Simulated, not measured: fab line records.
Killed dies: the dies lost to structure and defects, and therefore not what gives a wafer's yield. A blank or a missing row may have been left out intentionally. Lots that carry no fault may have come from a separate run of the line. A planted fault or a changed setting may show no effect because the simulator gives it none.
Chamber matching + flow sfqLine + SFQ_TRILAYER_I1_CMP_CMP_046 on cmp-01 has 4 sister chambers
The step polishes SiO2. 14 wafers are shown with their chamber, then 7 later ones without.

## EACH WAFER AND ITS CHAMBER
| wafer  | chamber | motorCurrentA (A) | timeToEndpointS (s) | retainingRingPressureFrac |
|--------|---------|-------------------|---------------------|---------------------------|
| L968.2 | 3       | 10.1              | 207                 | 1.010                     |
| L968.1 | 2       | 10.5              | 203                 | 0.997                     |
| L968.6 | 0       | 12.0              | 205                 | 1.004                     |
| L969.4 | 1       | 7.8               | 226                 | 1.002                     |
| L969.1 | 0       | 12.6              | 216                 | 1.004                     |
| L969.6 | 2       | 10.4              | 213                 | 0.995                     |
| L977.2 | 1       | 8.0               | 222                 | 1.000                     |
| L977.1 | 3       | 10.5              | 211                 | 0.999                     |
| L977.6 | 1       | 7.3               | 232                 | 0.994                     |
| L980.2 | 3       | 10.2              | 215                 | 1.011                     |
| L980.1 | 2       | 10.8              | 220                 | 0.998                     |
| L980.5 | 3       | 10.5              | 215                 | 0.994                     |
| L983.1 | 2       | 10.7              | 209                 | 1.003                     |
| L983.3 | 3       | 10.5              | 206                 | 0.999                     |

SIGNATURES (means of the wafers above)
| reading                   | chamber 0 | chamber 1 | chamber 2 | chamber 3 | scatter within a chamber |
|---------------------------|-----------|-----------|-----------|-----------|--------------------------|
| motorCurrentA             | 12.300    | 7.700     | 10.600    | 10.360    | 0.263                    |
| timeToEndpointS           | 210.50    | 226.67    | 211.25    | 210.80    | 5.8                      |
| retainingRingPressureFrac | 1.00400   | 0.99867   | 0.99825   | 1.00260   | 0.00543                  |
Rule: distance of a wafer from a chamber = root of the sum over the readings of ((wafer's reading minus chamber's mean) / reading's scatter) squared. If the next closest chamber is less than 2 further off than the closest, the wafer can't be placed; otherwise it belongs to the closest. The scatter is the square root of a quotient: the sum, over the shown wafers, of each reading's squared deviation from its chamber's mean, divided by wafers minus chambers.

## WAFERS MISSING THEIR CHAMBER
| wafer  | motorCurrentA (A) | timeToEndpointS (s) | retainingRingPressureFrac |
|--------|-------------------|---------------------|---------------------------|
| L983.4 | 12.4              | 211                 | 1.004                     |
| L984.1 | 10.3              | 205                 | 0.998                     |
| L984.4 | 12.2              | 214                 | 0.996                     |
| L984.6 | 12.6              | 211                 | 0.994                     |
| L986.1 | 10.0              | 211                 | 1.001                     |
| L986.3 | 10.6              | 216                 | 0.999                     |
| L986.6 | 7.6               | 236                 | 1.003                     |

## THE CHAMBER EACH PASSED THROUGH
| wafer  | from the rows above     | in truth |
|--------|-------------------------|----------|
| L983.4 | 0                       | 0        |
| L984.1 | can't be placed: 3 or 2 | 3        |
| L984.4 | 0                       | 0        |
| L984.6 | 0                       | 0        |
| L986.1 | can't be placed: 3 or 2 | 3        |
| L986.3 | can't be placed: 2 or 3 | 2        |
| L986.6 | 1                       | 1        |
Correctly placed: 4 of 7. Not placeable from these rows: 3 (in 3, the candidates include the true chamber). Number placed wrongly: 0.
